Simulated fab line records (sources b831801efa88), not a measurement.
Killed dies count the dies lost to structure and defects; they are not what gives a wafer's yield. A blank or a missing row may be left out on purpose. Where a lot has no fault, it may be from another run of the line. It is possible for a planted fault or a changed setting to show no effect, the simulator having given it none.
A single fault, viewed from 2 desks :: flow sky130 :: numbers are kept per desk, each desk with only its own; the story behind them comes last

## TOOL OWNER'S DESK, pvdSputter-02
At SKY_CAPM_SPUTTER_02 (material TiN, target thk 200 nm, time 166.7 s) the tool's own readings: per lot run on this tool, the mean of the sampled wafers that have a number. If a lot's mean is further than 4 standard deviations from the usual mean, the lot is out of limits and carries the mark OUT (the distance appears in the brackets).
Columns: A = cathodeDcPowerW at SKY_CAPM_SPUTTER_02, usual 6500.0 W; B = throttleValvePct at SKY_CAPM_SPUTTER_02, usual 30.0 %
lot: L129
first seen here: day 39 05:16
A: 6499.0
B: 29.8

lot: L131
first seen here: day 39 16:19
A: 6499.7
B: 29.5

lot: L133
first seen here: day 40 05:21
A: 6500.2
B: 29.0

lot: L140
first seen here: day 42 04:38
A: 6690.4 (+99 or more) OUT
B: 28.5

lot: L143
first seen here: day 42 23:04
A: 6689.7 (+99 or more) OUT
B: 30.0
This desk's verdict: out of limits on L140, L143, starting with L140 at day 42 04:38 (cathodeDcPowerW at SKY_CAPM_SPUTTER_02). Within limits: L129, L131, L133.

## AT THE METROLOGY DESK
What the gauges read, lot by lot, whatever tool the lot ran on: means of the sampled wafers that have a number. If a lot's mean is further than 4 standard deviations from the usual mean, the lot is out of limits and carries the mark OUT (the distance appears in the brackets).
Columns: A = CAPM_TIN_RS at SKY_CAPM_RS_MEAS_03, usual 6.89 ohm/sq; B = CAPM_TIN_THK at SKY_CAPM_THK_MEAS_04, usual 199 nm; C = CAPM_OVL at SKY_CAPM_OVL_MEAS_12, usual 0.0 nm
lot: L121
first seen here: day 36 13:50
A: 6.76
B: 202
C: 0.2

lot: L123
first seen here: day 37 03:41
A: 6.85
B: 199
C: 0.6

lot: L125
first seen here: day 37 21:35
A: 6.75
B: 204
C: -0.7

lot: L126
first seen here: day 38 00:49
A: 6.87
B: 200
C: -0.4

lot: L129
first seen here: day 39 05:25
A: 6.90
B: 199
C: -0.6

lot: L131
first seen here: day 39 16:25
A: 7.13
B: 191
C: -0.9

lot: L132
first seen here: day 39 22:46
A: 6.87
B: 199
C: -1.9

lot: L133
first seen here: day 40 05:28
A: 7.01
B: 196
C: -0.3

lot: L140
first seen here: day 42 04:46
A: 6.70
B: 204
C: 0.7

lot: L143
first seen here: day 42 23:13
A: 6.75
B: 203
C: 0.2
Finding of this desk: none of the 10 lots has anything out of limits.

## BROUGHT TOGETHER
An alarm could have come from the tool owner's desk at day 42 04:38, on L140, L143.
Nothing out of limits was seen by the metrology desk.
The metrology desk holds a record of L140, L143, inside its limits.
On pvdSputter-02, each named lot ran SKY_CAPM_SPUTTER_02.

## WHAT WAS PUT IN BY THE SIMULATOR
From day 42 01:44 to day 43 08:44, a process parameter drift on pvdSputter-02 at SKY_CAPM_SPUTTER_02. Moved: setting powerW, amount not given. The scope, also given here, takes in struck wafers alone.
Shown lots that were struck: L140, L143.
Delay in hours, fault start to first out-of-limits reading, by desk: the tool owner's desk at 3.
